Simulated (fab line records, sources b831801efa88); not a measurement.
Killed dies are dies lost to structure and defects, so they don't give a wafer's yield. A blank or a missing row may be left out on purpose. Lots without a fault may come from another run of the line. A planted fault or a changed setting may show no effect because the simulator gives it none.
Which tool did it? | flow gf180mcu | 6 lots, 18 wafers sampled, at 2 steps of a route of 602

WHAT THE GAUGES READ, wafer by wafer
GF_HV_LDD_TW_MEAS_38.
lot  | measured     | on            | HV_LDD_3_TW
L825 | day 12 01:17 | film_metro-01 | 1436 1446 1436
L828 | day 12 19:14 | film_metro-04 | 1441 1438 1435
L833 | day 14 12:31 | film_metro-04 | 1443 1443 1441
L843 | day 18 00:21 | film_metro-04 | 1398 1395 1400 1396 1397 1400
L845 | day 18 15:04 | film_metro-04 | 1434 1437 1427
L847 | day 19 05:32 | film_metro-02 | 1446 1442 1453

WHICH TOOL RAN EACH LOT (tool, then ch and the chambers of the sampled wafers, then the start)
lot  | GF_HV_LDD_IMPLANT_36
L825 | implanter-01 ch 0, day 12 01:02
L828 | implanter-03 ch 0, day 12 18:59
L833 | implanter-01 ch 0, day 14 12:17
L843 | implanter-01 ch 0, day 18 00:07
L845 | implanter-03 ch 0, day 18 14:49
L847 | implanter-04 ch 0, day 19 05:17
- GF_HV_LDD_IMPLANT_36

THE ANSWER, worked out from the rows above alone
Rule: what is usual is taken from the lots themselves. Put in order of their means at a reading, lots are off if they are a third of the lots or fewer, leave a main group of 4 or more, and stand apart from it by a gap of 3 or more times the standard deviation of the main group's means; of several such gaps the widest counts. A main group whose means are all the same, to the digits that the tables above print for the reading, isn't used. A lot without any number at a reading at which 4 lots or more have one is off too. The other lots that the step has rows for count as sound.
Off: L843, at GF_HV_LDD_TW_MEAS_38 (HV_LDD_3_TW). The main group: mean 1440, standard deviation 4.7.
A tool fits if, at a process step before that reading, it ran every lot that is off, and no sound lot after the first of them. The gauges at GF_HV_LDD_TW_MEAS_38 are tried like those tools. One fits: implanter-01 at GF_HV_LDD_IMPLANT_36. Its last sound lot is L833 (day 14 12:17), its first lot that is off L843 (day 18 00:07): a fault that began between those two fits.

WHAT THE SIMULATOR HAD PUT IN
Process parameter drift: implanter-01, from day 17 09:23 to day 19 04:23, at GF_HV_LDD_IMPLANT_36. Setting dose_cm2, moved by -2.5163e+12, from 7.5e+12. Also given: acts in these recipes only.
Lots struck among those shown: L843. The rule above found the same.
